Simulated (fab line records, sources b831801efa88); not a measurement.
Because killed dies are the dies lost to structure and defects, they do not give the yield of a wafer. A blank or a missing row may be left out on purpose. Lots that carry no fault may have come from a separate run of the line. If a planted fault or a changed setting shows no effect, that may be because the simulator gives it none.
Code-filled problem report in 8D (eight disciplines) form || flow sfq_line || the parts of the form that need people (team, actions taken, sign-off) are left out

== 1. THE PROBLEM ==
Wafers without a fault read 70.0 s, standard deviation 0.45; run_length_s at SFQ_TRILAYER_I4_VIA_BARC_OPEN_VIA_ETCH_146 reads a mean of 78.6 s on 3 wafers belonging to 2 lots. Relative to the usual mean, that is a shift of +19 standard deviations.
The step: etches BARC in O2, target depth 125 nm, time 41.7 s.
Seen first at day 58 22:46 on rie_diel-04, wafer L878.1. The record holds 42 wafers of 14 lots with a number at this step. Rule for "out" (also "out of limits"): further than 4 standard deviations from the usual mean. Any other wafer with a number is counted as sound.

== 2. WHAT IT IS, AND WHAT IT ISN'T ==
{"question": "which readings at this step", "is": "run_length_s, oes_product_au", "is not": "drypump_motor_current_A"}
{"question": "which lots", "is": "L878, L879", "is not": "L871, L872, L873, L884, L885, L886, L887, L890, L891, L892, L893, L894"}
{"question": "which wafers of those lots", "is": "L878.1, L878.4, L879.4", "is not": "L878.2, L879.2, L879.5"}
{"question": "read on which tools", "is": "rie_diel-04", "is not": "rie_diel-01, rie_diel-02"}
{"question": "when", "is": "from day 58 22:46", "is not": "up to then (10 sound wafers); but 29 sound wafers of L879, L884, L885, L886, L887, L890, L891, L892, L893, L894 came after"}

== 3. WHAT RULES OUT EACH SUSPECT ==
Counting: any tool at a process step up to the reading remains a suspect provided it ran every lot that is out. Sound lots after the first of them don't rule it out here, since some wafers of a struck lot are sound.
- rie_metal-04 at SFQ_TRILAYER_I2_VIA_STRIP_STRIP_071 (strips in O2): kept. Ran every lot that is out, first one L878 (day 41 08:32); last sound lot up to then L872 (day 39 09:44).
- rie_diel-04 at SFQ_TRILAYER_I4_VIA_BARC_OPEN_VIA_ETCH_146 (etches BARC in O2, target depth 125 nm, time 41.7 s): kept. Ran every lot that is out, first one L878 (day 58 22:46); last sound lot up to then L872 (day 57 03:34). Its own oes_product_au, run_length_s readings are out on those wafers.
Left after counting: rie_metal-04 at SFQ_TRILAYER_I2_VIA_STRIP_STRIP_071, rie_diel-04 at SFQ_TRILAYER_I4_VIA_BARC_OPEN_VIA_ETCH_146.

== 4. THE CAUSE (what the simulator had put in) ==
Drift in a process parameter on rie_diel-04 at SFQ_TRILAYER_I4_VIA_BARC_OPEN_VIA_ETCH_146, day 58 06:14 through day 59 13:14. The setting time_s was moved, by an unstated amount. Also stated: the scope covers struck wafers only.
This tool is one of the 2 suspects left after counting.

== 5. THE CHAIN OF EFFECTS, in route order ==
Each row: a reading where the mean over the struck wafers with a number is more than 3 standard deviations away from the usual. Readings are gone through only where the record gives a usual standard deviation; hours: the median, over the lots, of the time from a lot's start at the first step in this table giving one to that lot's start at this step; sigmas: the change measured in usual standard deviations.
{"hours": 0, "step": "SFQ_TRILAYER_I4_VIA_BARC_OPEN_VIA_ETCH_146", "reading": "oes_product_au", "usual": "0.686 a.u.", "on struck wafers": 0.632, "change": -0.054, "sigmas": -13}
{"hours": 0, "step": "SFQ_TRILAYER_I4_VIA_BARC_OPEN_VIA_ETCH_146", "reading": "run_length_s", "usual": "70.0 s", "on struck wafers": 78.6, "change": "+8.6", "sigmas": "+19"}
The process steps in it:
- SFQ_TRILAYER_I4_VIA_BARC_OPEN_VIA_ETCH_146: etches BARC in O2, target depth 125 nm, time 41.7 s.

== 6. HOW IT WOULD HAVE BEEN CAUGHT EARLIER ==
First out-of-limits reading in this record: day 58 22:46, which is 17 hours after fault onset at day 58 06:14.
